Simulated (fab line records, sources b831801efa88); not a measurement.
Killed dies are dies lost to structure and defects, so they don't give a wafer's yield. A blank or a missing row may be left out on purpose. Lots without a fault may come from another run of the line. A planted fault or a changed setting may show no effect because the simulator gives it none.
Tool commonality check | flow gf180mcu | 12 lots, 36 wafers sampled

WHY IT WAS OPENED
At GF_LVPWELL_TW_MEAS_11 the reading LVPWELL_TW is flagged on 3 of 12 lots. Wafers without a fault read 561, standard deviation 3.2.
Rule: a lot is flagged when every wafer of it that has a number lies more than 4 standard deviations from that mean, or none has a number. The other lots count as sound.

lot  | measured    | on            | LVPWELL_TW, wafer by wafer | flag
L214 | day 4 09:17 | film_metro-01 | 562 563 565                |
L215 | day 4 12:58 | film_metro-02 | 671 667 667                | FLAGGED
L216 | day 4 18:00 | film_metro-02 | 555 560 558                |
L220 | day 5 17:35 | film_metro-01 | 674 677 677                | FLAGGED
L222 | day 6 10:29 | film_metro-01 | 677 680 678                | FLAGGED
L223 | day 6 12:26 | film_metro-01 | 564 570 563                |
L224 | day 6 15:51 | film_metro-02 | 559 561 559                |
L227 | day 7 18:57 | film_metro-04 | 558 559 562                |
L229 | day 7 23:41 | film_metro-04 | 560 558 559                |
L230 | day 8 00:24 | film_metro-04 | 561 560 562                |
L233 | day 8 20:59 | film_metro-02 | 561 561 562                |
L235 | day 9 06:29 | film_metro-04 | 566 563 565                |
The numbers of the flagged lots are 674 on average: +113 against the usual, or +35 standard deviations.

WHICH TOOL RAN EACH LOT
The record holds 1 process step before the reading, out of a route of 602 steps. In each cell: the tool, then ch and the chambers that the sampled wafers went through, then the start.
lot  | flag    | GF_LVPWELL_IMPLANT_08
L214 |         | implanter-03 ch 0, day 4 08:53
L215 | FLAGGED | implanter-03 ch 0, day 4 12:09
L216 |         | implanter-04 ch 0, day 4 17:36
L220 | FLAGGED | implanter-04 ch 0, day 5 16:50
L222 | FLAGGED | implanter-03 ch 0, day 6 09:47
L223 |         | implanter-04 ch 0, day 6 12:03
L224 |         | implanter-03 ch 0, day 6 15:27
L227 |         | implanter-01 ch 0, day 7 18:33
L229 |         | implanter-04 ch 0, day 7 23:18
L230 |         | implanter-01 ch 0, day 8 00:02
L233 |         | implanter-03 ch 0, day 8 20:35
L235 |         | implanter-04 ch 0, day 9 06:05
What these steps do:
- GF_LVPWELL_IMPLANT_08
- GF_LVPWELL_TW_MEAS_11

FLAGGED OVER TOTAL, TOOL BY TOOL (the gauges that took the reading come last)
step                  | tool          | lots run | flagged | share of the flagged lots | sound lots run after its first flagged lot
GF_LVPWELL_IMPLANT_08 | implanter-01  | 2        | 0       | none                      | -
GF_LVPWELL_IMPLANT_08 | implanter-03  | 5        | 2       | some                      | 2 (L224,L233)
GF_LVPWELL_IMPLANT_08 | implanter-04  | 5        | 1       | some                      | 3 (L223,L229,L235)
GF_LVPWELL_TW_MEAS_11 | film_metro-01 | 4        | 2       | some                      | 1 (L223)
GF_LVPWELL_TW_MEAS_11 | film_metro-02 | 4        | 1       | some                      | 3 (L216,L224,L233)
GF_LVPWELL_TW_MEAS_11 | film_metro-04 | 4        | 0       | none                      | -

WHAT THE TABLE ALLOWS
No row of the table ran every flagged lot.

WHAT THE SIMULATOR HAD PUT IN
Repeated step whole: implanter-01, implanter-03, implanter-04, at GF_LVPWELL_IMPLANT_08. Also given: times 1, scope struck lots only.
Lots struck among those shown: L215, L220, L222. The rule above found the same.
